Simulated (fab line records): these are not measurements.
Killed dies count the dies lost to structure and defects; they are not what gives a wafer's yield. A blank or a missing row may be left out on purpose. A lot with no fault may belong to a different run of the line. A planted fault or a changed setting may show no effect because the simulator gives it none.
The same fault as seen by 2 desks | flow gf180mcu | each desk holds nothing but its own numbers, with what lay behind them at the end

## THE TOOL OWNER'S DESK: rie-diel-03
The tool's own readings at GF_V5_ETCH_16 (etches BARC in N2/H2): means of the sampled wafers that have a number, for each lot that ran on this tool. A lot is out of limits, marked OUT, if its mean lies more than 4 standard deviations from the usual mean; the brackets give that distance.
Columns: A = bias-w at GF_V5_ETCH_16, usual 99.97 W; B = drypump-motor-current-A at GF_V5_ETCH_16, usual 5.7 A; C = oes-product-au at GF_V5_ETCH_16, usual 0.855 a.u.; D = throttle-valve-pct at GF_V5_ETCH_16, usual 13.225 %
lot  | first seen here | A      | B   | C     | D
L662 | day 27 13:30    | 99.87  | 5.2 | 0.852 | 13.230
L663 | day 27 21:03    | 100.04 | 5.3 | 0.857 | 13.214
L669 | day 29 20:52    | 99.81  | 5.1 | 0.857 | 13.225
L676 | day 31 15:36    | 100.08 | 5.2 | 0.858 | 13.227
L677 | day 32 02:50    | 100.18 | 5.5 | 0.855 | 13.219
L679 | day 32 11:06    | 100.19 | 5.3 | 0.861 | 13.213
This desk's verdict: no lot among the 6 shows anything out of limits.

## METROLOGY DESK
What the gauges read, lot by lot, whatever tool the lot ran on: means of the sampled wafers that have a number. A lot is out of limits, marked OUT, if its mean lies more than 4 standard deviations from the usual mean; the brackets give that distance.
Columns: A = M5_OVL at GF_M5_OVL_MEAS_08, usual 0 nm
lot  | first seen here | A
L661 | day 26 09:38    | -4
L662 | day 26 16:14    | 3
L663 | day 26 23:10    | 4
L665 | day 27 16:59    | 2
L666 | day 28 02:05    | -0
L667 | day 28 04:40    | -8
L669 | day 29 00:31    | -4
L670 | day 29 03:13    | -7
L671 | day 29 08:53    | -5
L672 | day 29 17:40    | -2
L676 | day 30 20:16    | -10
L677 | day 31 08:10    | 4
L679 | day 31 16:25    | 7
This desk's verdict: no lot among the 13 shows anything out of limits.

## BROUGHT TOGETHER
The desk of the tool owner found nothing out of limits.
The metrology desk saw nothing out of limits.

## WHAT HAD BEEN PUT IN BY THE SIMULATOR
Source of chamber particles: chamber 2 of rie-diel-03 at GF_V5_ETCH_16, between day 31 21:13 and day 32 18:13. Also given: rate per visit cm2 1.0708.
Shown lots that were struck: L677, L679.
